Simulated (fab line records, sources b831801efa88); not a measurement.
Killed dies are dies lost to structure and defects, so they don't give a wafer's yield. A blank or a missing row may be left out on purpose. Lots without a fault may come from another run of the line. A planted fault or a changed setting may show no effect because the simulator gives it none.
A struck lot beside a sound one | flow sky130 | 18 steps out of a route of 708
Sound: wafers L190.3, L190.4, L190.6. Struck: wafers L206.2, L206.5, L206.6. The cause comes at the end.
At each step with rows: each side's tool, then ch and its chambers, then its first start. Under that, the readings that differ: sound wafers | struck wafers | difference of the means | sigmas: that difference in standard deviations of wafers without a fault.
alike: readings whose means differ by less than 2 such deviations, and words and numbers that are the same on both sides. not compared: withheld readings, readings that some wafer has no value for, bounds like >300 that may hide the same value, and numbers for which the record gives no deviation and whose values overlap.
The two part at a step that has a row with sigmas, a row that says differs or no value, or rows on one side only. Numbers that don't overlap but have no deviation are shown without sigmas and don't part them. A reading that every wafer of one side lacks parts them only if that side has two wafers or more.

first, 2 steps without rows for these wafers: SKY_GATE_OXIDE_CLEAN_00 (cleans in SC1/SC2, time 150 s); SKY_GATE_OXIDE_OXIDATION_01 (stabilise 600 s, purge 300 s, target thk 10.268 nm).
SKY_GATE_OXIDE_THK_MEAS_02:
  sound on film_metro-01, day 12 22:23; struck on film_metro-02, day 18 16:18
  reading                          | sound          | struck            | difference | sigmas
  GATE_OXIDE_OXIDATION_00_THK (nm) | 9.84 9.87 9.93 | 10.34 10.30 10.57 | +0.52      | +3
then, 7 steps without rows for these wafers: SKY_GATE_OXIDE_DEHYDRATE_03 (time 60 s); SKY_GATE_OXIDE_HMDS_04 (prime time 60 s); SKY_GATE_OXIDE_COAT_05 (resist thk 1140 nm); SKY_GATE_OXIDE_SOFTBAKE_06 (time 60 s); SKY_GATE_OXIDE_EXPOSE_07 (exposes mask LVOM, target cd 600 nm); SKY_GATE_OXIDE_PEB_08; SKY_GATE_OXIDE_DEVELOP_09 (develop time 60 s).
SKY_GATE_OXIDE_OVL_MEAS_10:
  sound on overlay-01, day 13 23:33; struck on overlay-02, day 19 22:16
  alike: GATE_OXIDE_OVL
then, 1 step without rows for these wafers: SKY_GATE_OXIDE_IMPLANT_11.
SKY_GATE_OXIDE_WET_ETCH_12: etches SiO2 in dHF, target depth 16.8 nm, time 336 s.
  sound on wet_bench-04 ch 2, day 13 23:43; struck on wet_bench-02 ch 1, day 19 22:26
  no value came back on the struck wafers for bath_heat_duty_pct (%), run_length_s (s); on the sound wafers bath_heat_duty_pct (%) reads 6.0 5.3 5.9
  reading                                    | sound             | struck          | difference | sigmas
  model.SiO2_of_FIELD_ISO_CVD_24.thk_nm (nm) | 365.5 365.3 365.3 | 385 383.5 383.1 | +18        |
SKY_GATE_OXIDE_STRIP_13: strips in O2/N2.
  sound on plasma_asher-04 ch 0,1, day 13 23:52; struck on plasma_asher-04 ch 0,1, day 19 22:33
  reading               | sound             | struck            | difference | sigmas
  oes_product_au (a.u.) | 0.725 0.717 0.725 | 0.710 0.713 0.713 | -0.010     | -2
  alike: chamber_pressure_mTorr, drypump_motor_current_A, strip_time_to_endpoint_s
  not compared: rf_hours_counter_h
SKY_GATE_OXIDE_TW_MEAS_14:
  sound on film_metro-02, day 13 23:56; struck on film_metro-02, day 19 22:40
  alike: GATE_OXIDE_TW
SKY_GATE_OXIDE_CLEAN_15: cleans in SC1/SC2, time 150 s.
  sound on wet_bench-04 ch 0, day 13 23:59; struck on wet_bench-04 ch 0, day 19 22:43
  reading                                    | sound             | struck            | difference | sigmas
  model.SiO2_of_FIELD_ISO_CVD_24.thk_nm (nm) | 364.8 364.6 364.6 | 384.3 382.8 382.4 | +18.5      |
  alike: bath_heat_duty_pct
then, 1 step without rows for these wafers: SKY_GATE_OXIDE_OXIDATION_16 (stabilise 600 s, purge 300 s, target thk 3.57 nm).
-- the record jumps here: 30 days lie between the struck wafers' starts before and after (it left off in module GATE_OXIDE and takes up again in module PAD_OPEN, whose first step shown is number 708 of the route) --
SKY_PAD_OPEN_PROBE_99:
  sound on prober-01, day 45 19:29; struck on prober-02, day 49 21:42
  reading             | sound    | struck      | difference | sigmas
  killed_at_front_end | 11 9 26  | 431 422 423 | +410       | +82
  killed_dies         | 82 80 98 | 492 492 492 | +405       | +41
  killed_on_rim       | 20 20 18 | 96 96 96    | +77        | +20
  alike: killed_at_M0_to_M3, killed_at_M4_up, killed_at_contacts, killed_at_other, killed_open, killed_short

WHERE THEY PART
First at SKY_GATE_OXIDE_THK_MEAS_02; last, within this record, at SKY_PAD_OPEN_PROBE_99.

WHY: what the simulator had put in
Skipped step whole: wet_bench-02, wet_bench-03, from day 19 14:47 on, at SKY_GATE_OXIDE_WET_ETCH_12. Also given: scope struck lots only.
